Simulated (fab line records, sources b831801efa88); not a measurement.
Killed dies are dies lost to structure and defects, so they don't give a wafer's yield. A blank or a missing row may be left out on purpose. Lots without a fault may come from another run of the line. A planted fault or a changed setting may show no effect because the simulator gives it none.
fab line records | flow sfq_line
record lots=5 wafers=15 last_day=89
route steps=325 shown I2@108 M3@118 I3@133 M4@148
lots that met no fault: from a run of the same line without faults
start_h: hours from the record's first day to the start of the lot's first wafer shown | wait_h: hours since the lot's step before | " the same as in the row above | L1.1+2: a row that stands for several wafers | - no value, or no start given | * or withheld: withheld | < > ~ a bound
route shown NAME@n: a module of which the file shows steps, and the number in the route of the first | usual: mean/standard deviation of fault-free wafers | same: alike in all rows | chamber/n: place in a boat | sites: the reading at each site | _std_site: their standard deviation | _edge_site: outer sites' mean less inner sites' | radius_mm: how far each site lies from the wafer's centre | mask NAME#n: copy n | behind: the tool/chamber that last shaped the wafer | hold: why the lot was held/for how many hours/how that ended | device: the transistor (n, p or np) that didn't switch | end of line: the same wafers' tests at the end of the route | a step without rows: its recipe alone | killed: dies lost to structure and defects at the first sort, not the wafer's yield | map: a wafer's dies, x killed, . not, _ none there
set.NAME: the setting as run; set.NAME@STEP: as run at that earlier step | model.NAME: the simulator's own value behind a step, which no gauge read
lots at some steps of the route; a table a step, a row a wafer
services: from which hour (start_h, from the record's first day; less than 0 if before it) a tool's chamber was out of use, for how many hours, and why
## steps
# step SFQ_TRILAYER_I2_VIA_LITHO_COAT_067
# recipe resist=KrF spin_rpm=3000 resist_thk_nm=650
# columns lot.wafer tool chamber start_h wait_h
L074.1+5+6 litho_track-02 0 557.98 0.2
L086.3+4+6 litho_track-04 0 799.34 0.2
L087.1+5+6 litho_track-04 0 802.12 0.2
L090.1+2+3 litho_track-02 0 826.72 0.2
L093.2+3+6 litho_track-02 0 838.77 0.2
# step SFQ_TRILAYER_I2_VIA_LITHO_SOFTBAKE_071
# recipe temp_c=withheld time_s=withheld resist=KrF
# columns lot.wafer tool chamber start_h wait_h
L074.1+5+6 litho_track-02 0 558.28 0.2
L086.3+4+6 litho_track-04 0 799.59 0.2
L087.1+5+6 litho_track-04 0 802.42 0.2
L090.1+2+3 litho_track-02 0 827.02 0.2
L093.2+3+6 litho_track-02 0 839.04 0.2
# step SFQ_TRILAYER_I2_VIA_LITHO_EXPOSE_068
# recipe mask_id=I2 na=0.6 source_shape=conventional sigma_outer=0.65 target_cd_nm=500 dose_mj=21.3
# columns lot.wafer tool chamber start_h wait_h mask
L074.1+5+6 krf_scanner-01 0 703.76 - I2#0
L086.3+4+6 krf_scanner-02 0 929.77 - I2#0
L087.1+5+6 krf_scanner-02 0 934.17 - I2#0
L090.1+2+3 krf_scanner-02 0 970.17 - I2#0
L093.2+3+6 krf_scanner-01 0 986.09 - I2#0
# step SFQ_TRILAYER_I2_VIA_LITHO_PEB_070
# recipe peb_temp_c=115 peb_time_s=60 resist=KrF
# columns lot.wafer tool chamber start_h wait_h
L074.1+5+6 litho_track-01 0 704.96 1.0
L086.3+4+6 litho_track-04 0 930.62 0.7
L087.1+5+6 litho_track-04 0 935.37 1.0
L090.1+2+3 litho_track-02 0 971.37 1.0
L093.2+3+6 litho_track-04 0 987.12 0.8
# step SFQ_TRILAYER_I2_VIA_LITHO_DEVELOP_069
# recipe time_s=60 resist=KrF
# columns lot.wafer tool chamber start_h wait_h
L074.1+5+6 litho_track-01 0 705.11 0.1
L086.3+4+6 litho_track-04 0 930.77 0.1
L087.1+5+6 litho_track-04 0 935.52 0.1
L090.1+2+3 litho_track-02 0 971.52 0.1
L093.2+3+6 litho_track-04 0 987.27 0.1
# step SFQ_I2_OVL_MEAS_918
# usual I2_OVL=1/5.2
# columns lot.wafer tool chamber start_h wait_h I2_OVL[nm]
L074.1 overlay-02 - 705.26 0.1 1
L074.5 " - " " 2
L074.6 " - " " -1
L086.3 overlay-01 - 930.89 0.1 7
L086.4 " - " " -1
L086.6 " - " " 3
L087.1 overlay-01 - 935.67 0.1 -1
L087.5 " - " " -3
L087.6 " - " " -6
L090.1 overlay-01 - 971.67 0.1 -8
L090.2 " - " " -11
L090.3 " - " " -6
L093.2 overlay-01 - 987.40 0.1 14
L093.3 " - " " 14
L093.6 " - " " 15
# step SFQ_TRILAYER_I2_VIA_BARC_OPEN_VIA_ETCH_096
# recipe mask_material=PR chemistry=O2 target_depth_nm=125 target=BARC source_w=500 bias_w=80 pressure_mtorr=30 time_s=41.7
# usual drypump_motor_current_A=5.6/0.36 oes_product_au=0.685/0.005
# columns lot.wafer tool chamber start_h wait_h drypump_motor_current_A oes_product_au rf_hours_counter_h
L074.1 rie_diel-03 3 705.30 0.0 5.3 0.681 10
L074.5 " 0 " " 5.3 0.694 -
L074.6 " 1 " " 5.7 0.683 -
L086.3 rie_diel-02 0 930.91 0.0 5.5 0.686 15
L086.4 " 3 " " 5.8 0.682 20
L086.6 " 0 " " 5.5 0.674 -
L087.1 rie_diel-02 0 935.71 0.0 5.5 0.676 15
L087.5 " 0 " " 5.5 0.684 -
L087.6 " 1 " " 4.9 0.684 -
L090.1 rie_diel-03 2 971.71 0.0 6.2 0.686 9
L090.2 " 3 " " 5.3 0.685 14
L090.3 " 1 " " 5.7 0.682 17
L093.2 rie_diel-03 3 987.43 0.0 5.3 0.683 14
L093.3 " 1 " " 5.7 0.687 17
L093.6 " 1 " " 5.7 0.687 -
# step SFQ_TRILAYER_I2_VIA_ETCH_VIA_ETCH_070
# recipe target=SiO2 stop_on=Nb mask_material=PR taper_deg=20 chemistry=CHF3 target_depth_nm=260 source_w=500 bias_w=80 pressure_mtorr=30 time_s=withheld
# usual drypump_motor_current_A=5.6/0.36 oes_product_au=0.853/0.0055
# columns lot.wafer tool chamber start_h wait_h drypump_motor_current_A oes_product_au
L074.1 rie_diel-03 3 705.34 0.0 5.3 0.852
L074.5 " 0 " " 5.3 0.864
L074.6 " 1 " " 5.7 0.856
L086.3 rie_diel-02 0 930.95 0.0 5.6 0.849
L086.4 " 3 " " 5.8 0.853
L086.6 " 0 " " 5.5 0.846
L087.1 rie_diel-02 0 935.75 0.0 5.5 0.869
L087.5 " 0 " " 5.5 0.842
L087.6 " 1 " " 4.9 0.855
L090.1 rie_diel-03 2 971.75 0.0 6.2 0.844
L090.2 " 3 " " 5.3 0.853
L090.3 " 1 " " 5.7 0.853
L093.2 rie_diel-03 3 987.47 0.0 5.3 0.852
L093.3 " 1 " " 5.7 0.858
L093.6 " 1 " " 5.7 0.856
# step SFQ_TRILAYER_I2_VIA_STRIP_STRIP_071
# recipe gas=O2 power_w=200 platen_temp_c=40 overash_fraction=0.65 chemistry=O2 pressure_mtorr=50
# usual drypump_motor_current_A=5.7/0.54 oes_product_au=1.001/0.011
# columns lot.wafer tool chamber start_h wait_h drypump_motor_current_A oes_product_au rf_hours_counter_h
L074.1 rie_metal-04 0 705.45 - 5.7 1.000 27
L074.5 " 0 " " 5.7 0.994 -
L074.6 " 1 " " 5.9 0.993 -
L086.3 rie_metal-02 1 931.26 - 5.7 0.991 -
L086.4 " 0 " " 5.0 1.001 -
L086.6 " 0 " " 5.0 0.996 -
L087.1 rie_metal-02 0 935.86 - 5.0 1.000 79
L087.5 " 0 " " 5.0 0.994 -
L087.6 " 1 " " 5.7 0.988 -
L090.1 rie_metal-04 0 971.86 - 5.7 1.023 64
L090.2 " 1 " " 5.9 1.001 105
L090.3 " 0 " " 5.7 1.019 -
L093.2 rie_metal-04 1 987.58 - 5.9 1.002 107
L093.3 " 0 " " 5.7 1.019 -
L093.6 " 0 " " 5.7 1.018 -
# step SFQ_TRILAYER_I2_VIA_STRIP_SOLV_CLEAN_072
# recipe chemistry=NMP temp_c=70 time_s=600
# columns lot.wafer tool chamber start_h wait_h
L074.1+5+6 wet_bench-04 0,7,5 706.05 0.4
L086.3+4+6 wet_bench-02 3,4,1 931.66 0.2
L087.1+5+6 wet_bench-02 6,3,4 936.46 0.4
L090.1+2+3 wet_bench-04 5,7,3 972.46 0.4
L093.2+3+6 wet_bench-03 6,3,5 988.18 0.4
# step SFQ_TRILAYER_M3_DEP_PRE_CLEAN_074
# recipe gas=Ar time_s=22.5 bias_v=250
# columns lot.wafer tool chamber start_h wait_h
L074.1+5+6 pvd_sputter-05 - 706.40 0.0
L086.3+4+6 pvd_sputter-03 - 931.84 0.0
L087.1+5+6 pvd_sputter-03 - 936.64 0.0
L090.1+2+3 pvd_sputter-05 - 972.81 0.0
L093.2+3+6 pvd_sputter-06 - 988.36 0.0
# step SFQ_TRILAYER_M3_DEP_SPUTTER_073
# recipe material=Nb base_pressure_pa=1.33e-06 chamber_pressure_pa=0.1333 substrate_temp_c=20 resputter_cathode_voltage_v=400 target_thk_nm=200 power_w=2000 time_s=133.3
# usual base_pressure_pa=1.33e-06/8.3e-08 substrate_temp_c=19.99/0.11 throttle_valve_pct=30.2/0.99
# columns lot.wafer tool chamber start_h wait_h base_pressure_pa substrate_temp_c throttle_valve_pct
L074.1 pvd_sputter-05 - 706.43 0.0 1.29e-06 20.03 31.6
L074.5 " - " " 1.27e-06 19.94 30.0
L074.6 " - " " 1.41e-06 19.99 30.0
L086.3 pvd_sputter-03 - 931.87 0.0 1.38e-06 19.97 28.7
L086.4 " - " " 1.38e-06 19.92 31.0
L086.6 " - " " 1.29e-06 20.01 29.5
L087.1 pvd_sputter-03 - 936.67 0.0 1.25e-06 19.77 29.5
L087.5 " - " " 1.34e-06 20.15 29.0
L087.6 " - " " 1.31e-06 20.05 28.9
L090.1 pvd_sputter-05 - 972.84 0.0 1.38e-06 19.95 31.4
L090.2 " - " " 1.33e-06 20.09 30.1
L090.3 " - " " 1.35e-06 20.00 30.2
L093.2 pvd_sputter-06 - 988.39 0.0 1.26e-06 19.95 29.0
L093.3 " - " " 1.49e-06 19.96 31.8
L093.6 " - " " 1.31e-06 19.94 30.4
# step SFQ_M3_RS_MEAS_919
# recipe thk_meas_gauge=four-point-probe reads=Nb_of_TRILAYER_M3_DEP_SPUTTER_073
# usual M3_NB_RS=0.889/0.01
# columns lot.wafer tool chamber start_h wait_h M3_NB_RS[ohm/sq]
L074.1 film_metro-04 - 706.52 0.0 0.894
L074.5 " - " " 0.882
L074.6 " - " " 0.887
L086.3 film_metro-01 - 932.00 0.1 0.892
L086.4 " - " " 0.906
L086.6 " - " " 0.912
L087.1 film_metro-01 - 936.76 0.0 0.898
L087.5 " - " " 0.888
L087.6 " - " " 0.896
L090.1 film_metro-01 - 972.93 0.0 0.886
L090.2 " - " " 0.880
L090.3 " - " " 0.879
L093.2 film_metro-01 - 988.50 0.1 0.883
L093.3 " - " " 0.883
L093.6 " - " " 0.888
# step SFQ_TRILAYER_M3_LITHO_COAT_080
# recipe resist=BARC spin_rpm=3000 resist_thk_nm=62
# columns lot.wafer tool chamber start_h wait_h
L074.1+5+6 litho_track-01 0 706.70 0.1
L086.3+4+6 litho_track-01 0 932.24 0.1
L087.1+5+6 litho_track-04 0 936.94 0.1
L090.1+2+3 litho_track-03 0 973.11 0.1
L093.2+3+6 litho_track-01 0 988.71 0.1
# step SFQ_TRILAYER_M3_LITHO_COAT_075
# recipe resist=KrF spin_rpm=3000 resist_thk_nm=600
# columns lot.wafer tool chamber start_h wait_h
L074.1+5+6 litho_track-01 0 707.00 0.2
L086.3+4+6 litho_track-01 0 932.54 0.2
L087.1+5+6 litho_track-04 0 937.24 0.2
L090.1+2+3 litho_track-03 0 973.41 0.2
L093.2+3+6 litho_track-01 0 989.01 0.2
# step SFQ_TRILAYER_M3_LITHO_SOFTBAKE_079
# recipe temp_c=withheld time_s=withheld resist=KrF
# columns lot.wafer tool chamber start_h wait_h
L074.1+5+6 litho_track-01 0 707.30 0.2
L086.3+4+6 litho_track-01 0 932.79 0.2
L087.1+5+6 litho_track-04 0 937.54 0.2
L090.1+2+3 litho_track-03 0 973.71 0.2
L093.2+3+6 litho_track-01 0 989.28 0.2
# step SFQ_TRILAYER_M3_LITHO_EXPOSE_076
# recipe mask_id=M3 na=0.6 source_shape=conventional sigma_outer=0.65 target_cd_nm=500 dose_mj=14.4
# columns lot.wafer tool chamber start_h wait_h mask
L074.1+5+6 krf_scanner-02 0 710.77 - M3#0
L086.3+4+6 krf_scanner-02 0 1072.87 - M3#0
L087.1+5+6 krf_scanner-02 0 1078.47 - M3#0
L090.1+2+3 krf_scanner-01 0 1107.96 - M3#0
L093.2+3+6 krf_scanner-01 0 1117.76 - M3#0
# step SFQ_TRILAYER_M3_LITHO_PEB_078
# recipe peb_temp_c=115 peb_time_s=60 resist=KrF
# columns lot.wafer tool chamber start_h wait_h
L074.1+5+6 litho_track-01 0 711.97 1.0
L086.3+4+6 litho_track-03 0 1073.72 0.7
L087.1+5+6 litho_track-03 0 1079.67 1.0
L090.1+2+3 litho_track-03 0 1109.16 1.0
L093.2+3+6 litho_track-03 0 1118.78 0.8
# step SFQ_TRILAYER_M3_LITHO_DEVELOP_077
# recipe time_s=60 resist=KrF
# columns lot.wafer tool chamber start_h wait_h
L074.1+5+6 litho_track-01 0 712.12 0.1
L086.3+4+6 litho_track-03 0 1073.87 0.1
L087.1+5+6 litho_track-03 0 1079.82 0.1
L090.1+2+3 litho_track-03 0 1109.31 0.1
L093.2+3+6 litho_track-03 0 1118.93 0.1
# step SFQ_M3_OVL_MEAS_921
# usual M3_OVL=1/5.5
# columns lot.wafer tool chamber start_h wait_h M3_OVL[nm]
L074.1 overlay-01 - 712.27 0.1 -1
L074.5 " - " " 1
L074.6 " - " " 3
L086.3 overlay-01 - 1073.98 0.1 8
L086.4 " - " " -1
L086.6 " - " " 4
L087.1 overlay-02 - 1079.97 0.1 3
L087.5 " - " " -5
L087.6 " - " " 1
L090.1 overlay-02 - 1109.46 0.1 12
L090.2 " - " " 1
L090.3 " - " " 5
L093.2 overlay-01 - 1119.06 0.1 0
L093.3 " - " " 7
L093.6 " - " " -1
# step SFQ_TRILAYER_M3_BARC_OPEN_METAL_ETCH_100
# recipe mask_material=PR chemistry=O2 target_depth_nm=125 target=BARC icp_w=600 bias_w=80 pressure_mtorr=10 time_s=41.7
# usual drypump_motor_current_A=5.5/0.6 oes_product_au=0.684/0.0046
# columns lot.wafer tool chamber start_h wait_h drypump_motor_current_A oes_product_au rf_hours_counter_h
L074.1 rie_metal-01 1 712.31 0.0 6.7 0.697 20
L074.5 " 1 " " 6.6 0.677 -
L074.6 " 0 " " 5.1 0.684 -
L086.3 rie_metal-03 0 1074.02 0.0 5.1 0.688 -
L086.4 " 1 " " 5.3 0.684 -
L086.6 " 0 " " 5.1 0.684 -
L087.1 rie_metal-01 0 1080.00 0.0 5.1 0.681 97
L087.5 " 1 " " 6.7 0.690 -
L087.6 " 0 " " 5.1 0.685 -
L090.1 rie_metal-01 0 1109.49 0.0 5.1 0.690 101
L090.2 " 1 " " 6.7 0.682 78
L090.3 " 0 " " 5.1 0.683 -
L093.2 rie_metal-02 0 1119.09 0.0 5.0 0.696 104
L093.3 " 1 " " 5.7 0.685 -
L093.6 " 1 " " 5.7 0.680 -
# step SFQ_TRILAYER_M3_ETCH_METAL_ETCH_078
# recipe target=Nb stop_on=SiO2 mask_material=PR chemistry=Cl2/Ar target_depth_nm=240 icp_w=600 bias_w=80 pressure_mtorr=10 time_s=120
# usual drypump_motor_current_A=5.5/0.6 oes_product_au=0.895/0.0069
# columns lot.wafer tool chamber start_h wait_h drypump_motor_current_A oes_product_au rf_hours_counter_h
L074.1 rie_metal-01 1 712.37 0.0 6.7 0.888 20
L074.5 " 1 " " 6.6 0.899 -
L074.6 " 0 " " 5.1 0.895 -
L086.3 rie_metal-03 0 1074.10 0.1 5.1 0.891 -
L086.4 " 1 " " 5.3 0.889 -
L086.6 " 0 " " 5.1 0.887 -
L087.1 rie_metal-01 0 1080.06 0.0 5.1 0.898 97
L087.5 " 1 " " 6.6 0.902 -
L087.6 " 0 " " 5.1 0.895 -
L090.1 rie_metal-01 0 1109.55 0.0 5.1 0.897 101
L090.2 " 1 " " 6.6 0.910 78
L090.3 " 0 " " 5.1 0.901 -
L093.2 rie_metal-02 0 1119.15 0.0 5.0 0.889 104
L093.3 " 1 " " 5.7 0.893 -
L093.6 " 1 " " 5.7 0.901 -
# step SFQ_TRILAYER_M3_STRIP_STRIP_079
# recipe gas=O2 power_w=200 platen_temp_c=40 overash_fraction=0.65 chemistry=O2 pressure_mtorr=50
# usual drypump_motor_current_A=5.5/0.6 oes_product_au=0.996/0.0083
# columns lot.wafer tool chamber start_h wait_h drypump_motor_current_A oes_product_au rf_hours_counter_h
L074.1 rie_metal-01 1 712.49 0.1 6.7 0.997 20
L074.5 " 1 " " 6.6 0.998 -
L074.6 " 0 " " 5.1 0.984 -
L086.3 rie_metal-03 0 1074.39 0.2 5.1 1.002 -
L086.4 " 1 " " 5.3 0.990 -
L086.6 " 0 " " 5.1 1.002 -
L087.1 rie_metal-01 0 1080.19 0.1 5.1 1.000 97
L087.5 " 1 " " 6.6 0.985 -
L087.6 " 0 " " 5.1 0.991 -
L090.1 rie_metal-01 0 1109.68 0.1 5.1 1.013 101
L090.2 " 1 " " 6.6 1.000 78
L090.3 " 0 " " 5.1 1.010 -
L093.2 rie_metal-02 0 1119.28 0.1 5.1 0.995 104
L093.3 " 1 " " 5.7 0.991 -
L093.6 " 1 " " 5.7 0.991 -
# step SFQ_TRILAYER_M3_STRIP_SOLV_CLEAN_080
# recipe chemistry=NMP temp_c=70 time_s=600
# columns lot.wafer tool chamber start_h wait_h
L074.1+5+6 wet_bench-02 6,0,2 713.09 0.4
L086.3+4+6 wet_bench-01 2,5,6 1074.79 0.2
L087.1+5+6 wet_bench-04 2,0,5 1080.79 0.4
L090.1+2+3 wet_bench-02 0,2,3 1110.28 0.4
L093.2+3+6 wet_bench-02 1,2,3 1119.88 0.4
# step SFQ_TRILAYER_I3_DEP_PECVD_081
# recipe material=SiO2 temp_c=150 time_s=111.11 pressure_torr=2.4 rf_w=183.3 precursor=SiH4/N2O target_thk_nm=500
# usual heater_power_w=89/11 susceptor_temp_C=150.01/0.15 throttle_valve_pct=24.6/1.3
# columns lot.wafer tool chamber start_h wait_h heater_power_w since_wet_clean_h susceptor_temp_C throttle_valve_pct
L074.1 pecvd-03 1 713.29 0.0 95 505 149.97 25.5
L074.5 " 1 " " 100 - 149.87 25.1
L074.6 " 2 " " 80 - 149.96 23.2
L086.3 pecvd-02 0 1074.96 0.0 117 497 150.21 22.4
L086.4 " 0 " " 97 - 149.98 22.4
L086.6 " 1 " " 92 - 150.05 25.6
L087.1 pecvd-04 1 1080.96 0.0 90 1242 150.00 25.7
L087.5 " 2 " " 86 - 150.18 24.4
L087.6 " 0 " " 81 - 150.05 26.2
L090.1 pecvd-04 2 1110.45 0.0 77 1272 150.13 24.4
L090.2 " 0 " " 79 1272 150.19 26.2
L090.3 " 1 " " 82 1272 149.97 25.6
L093.2 pecvd-03 1 1120.05 0.0 84 912 149.97 26.0
L093.3 " 2 " " 81 912 149.97 23.6
L093.6 " 2 " " 81 - 149.88 23.8
# step SFQ_TRILAYER_I3_CMP_CMP_082
# recipe material=SiO2 down_force_psi=3 platen_rpm=60 pad_velocity_m_s=0.94248
# usual head_pressure_psi=3.000/0.0071 motor_current_A=10.5/1.3 time_to_endpoint_s=213/7.7
# columns lot.wafer tool chamber start_h wait_h head_pressure_psi motor_current_A time_to_endpoint_s
L074.1 cmp-02 0 773.64 60.3 2.999 10.5 208
L074.6 " 3 775.14 61.8 3.013 12.8 211
L074.5 " 0 " " 2.997 10.3 216
L086.3 cmp-01 0 1089.24 14.2 3.003 9.2 225
L086.4 " 1 " " 3.004 9.6 210
L086.6 " 2 " " 3.019 9.6 215
L087.1 cmp-02 1 1096.23 15.2 2.998 12.5 206
L087.5 " 0 1097.73 16.7 3.002 10.5 220
L087.6 " 1 " " 3.001 12.5 210
L090.1 cmp-02 0 1143.73 33.2 2.997 10.1 207
L090.3 " 1 " " 3.000 12.6 201
L090.2 " 2 " " 2.991 9.5 199
L093.2 cmp-02 0 1156.23 36.1 3.002 10.3 210
L093.3 " 1 " " 3.005 12.4 203
L093.6 " 0 1158.23 38.1 2.999 10.1 218
# step SFQ_I3_BOW_MEAS_922
# recipe mode=bow
# usual I3_BOW=2/8.6
# columns lot.wafer tool chamber start_h wait_h I3_BOW[um]
L074.1 film_metro-03 - 776.14 2.0 -6
L074.5 " - " " -16
L074.6 " - " " -19
L086.3 film_metro-01 - 1091.28 1.5 -2
L086.4 " - " " -6
L086.6 " - " " -12
L087.1 film_metro-04 - 1098.73 2.0 -6
L087.5 " - " " -10
L087.6 " - " " 9
L090.1 film_metro-04 - 1146.73 2.5 7
L090.2 " - " " 13
L090.3 " - " " 8
L093.2 film_metro-03 - 1158.75 2.0 -7
L093.3 " - " " 6
L093.6 " - " " 6
# step SFQ_TRILAYER_I3_METRO_MEASURE_083
# usual thk_nm=199.7/1.2
# columns lot.wafer tool chamber start_h wait_h thk_nm
L074.1 film_metro-03 - 776.26 0.1 201.1
L074.5 " - " " 201.2
L074.6 " - " " 201.0
L086.3 film_metro-01 - 1091.76 0.5 200.7
L086.4 " - " " 198.5
L086.6 " - " " 197.0
L087.1 film_metro-04 - 1098.85 0.1 196.6
L087.5 " - " " 198.4
L087.6 " - " " 197.8
L090.1 film_metro-04 - 1146.85 0.1 200.7
L090.2 " - " " 199.0
L090.3 " - " " 200.4
L093.2 film_metro-03 - 1159.05 0.3 199.7
L093.3 " - " " 198.4
L093.6 " - " " 199.8
# step SFQ_TRILAYER_I3_VIA_LITHO_COAT_090
# recipe resist=BARC spin_rpm=3000 resist_thk_nm=62
# columns lot.wafer tool chamber start_h wait_h
L074.1+5+6 litho_track-02 0 777.46 1.0
L086.3+4+6 litho_track-02 0 1092.66 0.7
L087.1+5+6 litho_track-01 0 1100.05 1.0
L090.1+2+3 litho_track-01 0 1148.05 1.0
L093.2+3+6 litho_track-03 0 1160.10 0.8
# step SFQ_TRILAYER_I3_VIA_LITHO_COAT_085
# recipe resist=KrF spin_rpm=3000 resist_thk_nm=650
# columns lot.wafer tool chamber start_h wait_h
L074.1+5+6 litho_track-02 0 777.76 0.2
L086.3+4+6 litho_track-02 0 1092.96 0.2
L087.1+5+6 litho_track-01 0 1100.35 0.2
L090.1+2+3 litho_track-01 0 1148.35 0.2
L093.2+3+6 litho_track-03 0 1160.40 0.2
# step SFQ_TRILAYER_I3_VIA_LITHO_SOFTBAKE_089
# recipe temp_c=withheld time_s=withheld resist=KrF
# columns lot.wafer tool chamber start_h wait_h
L074.1+5+6 litho_track-02 0 778.06 0.2
L086.3+4+6 litho_track-02 0 1093.21 0.2
L087.1+5+6 litho_track-01 0 1100.65 0.2
L090.1+2+3 litho_track-01 0 1148.65 0.2
L093.2+3+6 litho_track-03 0 1160.67 0.2
# step SFQ_TRILAYER_I3_VIA_LITHO_EXPOSE_086
# recipe mask_id=I3 na=0.6 source_shape=conventional sigma_outer=0.65 target_cd_nm=500 dose_mj=21.3
# columns lot.wafer tool chamber start_h wait_h mask
L074.1+5+6 krf_scanner-01 0 896.64 - I3#0
L086.3+4+6 krf_scanner-01 0 1099.96 - I3#0
L087.1+5+6 krf_scanner-02 0 1203.11 - I3#0
L090.1+2+3 krf_scanner-01 0 1248.63 - I3#0
L093.2+3+6 krf_scanner-01 0 1265.63 - I3#0
# step SFQ_TRILAYER_I3_VIA_LITHO_PEB_088
# recipe peb_temp_c=115 peb_time_s=60 resist=KrF
# columns lot.wafer tool chamber start_h wait_h
L074.1+5+6 litho_track-01 0 897.84 1.0
L086.3+4+6 litho_track-03 0 1100.81 0.7
L087.1+5+6 litho_track-02 0 1204.31 1.0
L090.1+2+3 litho_track-01 0 1249.83 1.0
L093.2+3+6 litho_track-03 0 1266.66 0.8
# step SFQ_TRILAYER_I3_VIA_LITHO_DEVELOP_087
# recipe time_s=60 resist=KrF
# columns lot.wafer tool chamber start_h wait_h
L074.1+5+6 litho_track-01 0 897.99 0.1
L086.3+4+6 litho_track-03 0 1100.96 0.1
L087.1+5+6 litho_track-02 0 1204.46 0.1
L090.1+2+3 litho_track-01 0 1249.98 0.1
L093.2+3+6 litho_track-03 0 1266.81 0.1
# step SFQ_I3_OVL_MEAS_923
# usual I3_OVL=3/6.6
# columns lot.wafer tool chamber start_h wait_h I3_OVL[nm]
L074.1 overlay-02 - 898.14 0.1 0
L074.5 " - " " 9
L074.6 " - " " 6
L086.3 overlay-01 - 1101.07 0.1 6
L086.4 " - " " -1
L086.6 " - " " 6
L087.1 overlay-02 - 1204.61 0.1 -3
L087.5 " - " " -2
L087.6 " - " " -8
L090.1 overlay-02 - 1250.13 0.1 8
L090.2 " - " " 3
L090.3 " - " " 5
L093.2 overlay-01 - 1266.94 0.1 -1
L093.3 " - " " 10
L093.6 " - " " 8
# step SFQ_TRILAYER_I3_VIA_BARC_OPEN_VIA_ETCH_121
# recipe mask_material=PR chemistry=O2 target_depth_nm=125 target=BARC source_w=500 bias_w=80 pressure_mtorr=30 time_s=41.7
# usual drypump_motor_current_A=5.7/0.4 oes_product_au=0.684/0.0054
# columns lot.wafer tool chamber start_h wait_h drypump_motor_current_A oes_product_au rf_hours_counter_h
L074.1 rie_diel-02 1 898.18 0.0 4.9 0.684 14
L074.5 " 0 " " 5.5 0.681 -
L074.6 " 1 " " 5.0 0.673 -
L086.3 rie_diel-04 1 1101.09 0.0 5.7 0.687 12
L086.4 " 3 " " 6.2 0.687 14
L086.6 " 0 " " 6.2 0.689 -
L087.1 rie_diel-03 1 1204.64 0.0 5.7 0.688 2
L087.5 " 2 " " 6.2 0.678 -
L087.6 " 3 " " 5.3 0.690 -
L090.1 rie_diel-04 2 1250.17 0.0 6.0 0.687 8
L090.2 " 3 " " 6.2 0.686 17
L090.3 " 3 " " 6.2 0.689 -
L093.2 rie_diel-04 1 1266.97 0.0 5.7 0.685 16
L093.3 " 2 " " 6.0 0.682 9
L093.6 " 3 " " 6.3 0.688 -
# step SFQ_TRILAYER_I3_VIA_ETCH_VIA_ETCH_088
# recipe target=SiO2 stop_on=Nb mask_material=PR taper_deg=20 chemistry=CHF3 target_depth_nm=260 source_w=500 bias_w=80 pressure_mtorr=30 time_s=withheld
# usual drypump_motor_current_A=5.7/0.4 oes_product_au=0.854/0.0048
# columns lot.wafer tool chamber start_h wait_h drypump_motor_current_A oes_product_au
L074.1 rie_diel-02 1 898.21 0.0 4.9 0.856
L074.5 " 0 " " 5.5 0.856
L074.6 " 1 " " 5.0 0.853
L086.3 rie_diel-04 1 1101.13 0.0 5.7 0.860
L086.4 " 3 " " 6.2 0.847
L086.6 " 0 " " 6.1 0.852
L087.1 rie_diel-03 1 1204.68 0.0 5.7 0.847
L087.5 " 2 " " 6.2 0.845
L087.6 " 3 " " 5.3 0.852
L090.1 rie_diel-04 2 1250.23 0.0 6.0 0.859
L090.2 " 3 " " 6.2 0.850
L090.3 " 3 " " 6.2 0.853
L093.2 rie_diel-04 1 1267.01 0.0 5.8 0.857
L093.3 " 2 " " 5.9 0.850
L093.6 " 3 " " 6.2 0.850
# step SFQ_TRILAYER_I3_VIA_STRIP_STRIP_089
# recipe gas=O2 power_w=200 platen_temp_c=40 overash_fraction=0.65 chemistry=O2 pressure_mtorr=50
# usual drypump_motor_current_A=5.5/0.51 oes_product_au=0.999/0.0099
# columns lot.wafer tool chamber start_h wait_h drypump_motor_current_A oes_product_au rf_hours_counter_h
L074.1 rie_metal-04 1 898.33 - 5.9 0.990 95
L074.5 " 0 " " 5.7 1.022 -
L074.6 " 1 " " 5.9 0.999 -
L086.3 rie_metal-03 0 1101.44 - 5.1 1.004 -
L086.4 " 1 " " 5.3 0.987 -
L086.6 " 0 " " 5.1 0.996 -
L087.1 rie_metal-03 1 1204.79 - 5.2 0.990 101
L087.5 " 0 " " 5.1 0.999 -
L087.6 " 1 " " 5.3 1.000 -
L090.1 rie_metal-04 0 1250.40 - 5.7 1.008 110
L090.2 " 0 " " 5.7 1.008 -
L090.3 " 0 " " 5.7 1.006 -
L093.2 rie_metal-01 0 1267.12 - 5.1 1.004 122
L093.3 " 1 " " 6.6 0.996 -
L093.6 " 1 " " 6.6 0.990 -
# step SFQ_TRILAYER_I3_VIA_STRIP_SOLV_CLEAN_090
# recipe chemistry=NMP temp_c=70 time_s=600
# columns lot.wafer tool chamber start_h wait_h
L074.1+5+6 wet_bench-03 7,0,6 898.93 0.4
L086.3+4+6 wet_bench-03 3,0,1 1101.84 0.2
L087.1+5+6 wet_bench-01 4,3,1 1205.39 0.4
L090.1+2+3 wet_bench-04 6,2,1 1251.60 1.0
L093.2+3+6 wet_bench-03 7,0,6 1267.72 0.4
# step SFQ_TRILAYER_M4_DEP_PRE_CLEAN_092
# recipe gas=Ar time_s=22.5 bias_v=250
# columns lot.wafer tool chamber start_h wait_h
L074.1+5+6 pvd_sputter-06 - 899.10 0.0
L086.3+4+6 pvd_sputter-06 - 1102.02 0.0
L087.1+5+6 pvd_sputter-06 - 1205.57 0.0
L090.1+2+3 pvd_sputter-04 - 1251.79 0.0
L093.2+3+6 pvd_sputter-06 - 1267.90 0.0
## services
# columns tool chamber start_h hours kind
rie_metal-01 0 581.34 4.3 repair
krf_scanner-01 - 620.31 1.0 pm
rie_metal-01 0 624.52 4.5 repair
rie_diel-03 - 625.24 0.3 repair
krf_scanner-01 - 636.91 0.8 pm
krf_scanner-01 - 643.66 1.3 pm
rie_metal-01 - 694.05 2.8 pm
krf_scanner-01 - 720.56 3.6 pm
krf_scanner-01 - 789.22 1.0 pm
rie_metal-01 - 798.07 0.6 repair
krf_scanner-01 - 805.70 0.8 pm
krf_scanner-01 - 818.72 1.3 pm
krf_scanner-01 - 822.69 0.9 repair
krf_scanner-01 - 855.01 1.7 repair
rie_diel-03 3 908.34 5.7 repair
krf_scanner-01 - 923.04 1.5 pm
rie_diel-03 0 927.59 3.1 repair
krf_scanner-01 - 956.41 0.1 repair
krf_scanner-01 - 959.22 1.0 pm
rie_diel-03 0 970.45 9.1 repair
krf_scanner-01 - 975.42 0.8 pm
rie_metal-01 - 1006.23 1.4 pm
rie_metal-01 0 1194.14 14.9 repair
rie_metal-01 - 1251.34 14.6 pm
## key
fault none
